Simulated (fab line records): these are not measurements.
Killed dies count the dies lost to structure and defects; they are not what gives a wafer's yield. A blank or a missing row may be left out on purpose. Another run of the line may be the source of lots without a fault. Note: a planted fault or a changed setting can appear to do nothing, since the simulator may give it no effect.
A sampling plan put to the test -- flow gf180mcu -- one fab line, 7 faults that these records tell of, each judged on the records of the lots that it struck
The plan consists of the line's own looks: route steps at which the wafer is read by a gauge or an inspection but not changed. Where struck wafers have a number at a look and the file lists that look's usual mean and standard deviation on fault-free wafers, the look can be judged. Caught: the struck wafers' mean, at a look after the fault's first step, is 4 or more of those standard deviations (sigma) away from the usual mean. On the tool: the same test on the tool's own readings at the fault's steps. Another recipe on the struck wafers, or a record that is blank for them alone, also counts as caught.

## THE FAULTS, as the simulator had put them in
1. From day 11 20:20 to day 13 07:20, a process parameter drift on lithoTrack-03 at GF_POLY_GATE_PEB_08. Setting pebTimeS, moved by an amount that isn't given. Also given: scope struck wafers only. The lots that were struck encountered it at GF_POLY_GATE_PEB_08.
2. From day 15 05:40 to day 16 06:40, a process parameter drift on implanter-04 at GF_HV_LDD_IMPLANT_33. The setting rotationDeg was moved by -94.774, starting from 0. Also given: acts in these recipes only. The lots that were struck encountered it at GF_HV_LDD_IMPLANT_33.
3. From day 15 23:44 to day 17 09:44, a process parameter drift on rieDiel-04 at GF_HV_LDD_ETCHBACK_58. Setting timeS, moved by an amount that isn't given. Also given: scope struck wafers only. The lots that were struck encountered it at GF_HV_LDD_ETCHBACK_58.
4. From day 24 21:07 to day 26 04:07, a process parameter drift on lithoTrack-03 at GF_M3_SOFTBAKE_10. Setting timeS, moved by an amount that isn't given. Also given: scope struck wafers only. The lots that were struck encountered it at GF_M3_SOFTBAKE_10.
5. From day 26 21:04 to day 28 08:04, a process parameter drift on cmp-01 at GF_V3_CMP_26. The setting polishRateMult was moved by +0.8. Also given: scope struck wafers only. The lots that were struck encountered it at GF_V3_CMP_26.
6. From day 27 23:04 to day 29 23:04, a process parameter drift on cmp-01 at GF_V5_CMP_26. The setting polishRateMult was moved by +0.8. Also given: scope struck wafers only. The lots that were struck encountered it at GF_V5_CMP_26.
7. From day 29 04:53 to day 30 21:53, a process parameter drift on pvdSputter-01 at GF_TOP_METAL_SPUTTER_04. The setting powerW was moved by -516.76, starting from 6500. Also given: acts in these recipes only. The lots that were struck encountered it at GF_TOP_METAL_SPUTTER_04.

## WHAT THE PLAN SAW
fault,on the tool itself,first look that catches it,"reading, sigma",median hours from its first step to that look,hours from the fault's start to the first struck lot there,judged looks passed uncaught
1,heaterPowerTotalW +51 sigma,no look after it can be judged,-,-,-,0
2,rotationDeg -99 or beyond sigma,not the one look that can be judged after it,-,-,-,1
3,runLengthS -45 sigma,no look after it can be judged,-,-,-,0
4,heaterPowerTotalW +29 sigma,not the one look that can be judged after it,-,-,-,1
5,timeToEndpointS -12 sigma,not the one look that can be judged after it,-,-,-,1
6,timeToEndpointS -14 sigma,not the one look that can be judged after it,-,-,-,1
7,cathodeDcPowerW -99 or beyond sigma,no look after it can be judged,-,-,-,0
Dash: fault not caught, or number not given in these records.

Caught at a look: 0 of 7. Caught on the tool: 7 of 7. By one or the other: 7 of 7.
Faults caught by the tool alone: 1, 2, 3, 4, 5, 6, 7.
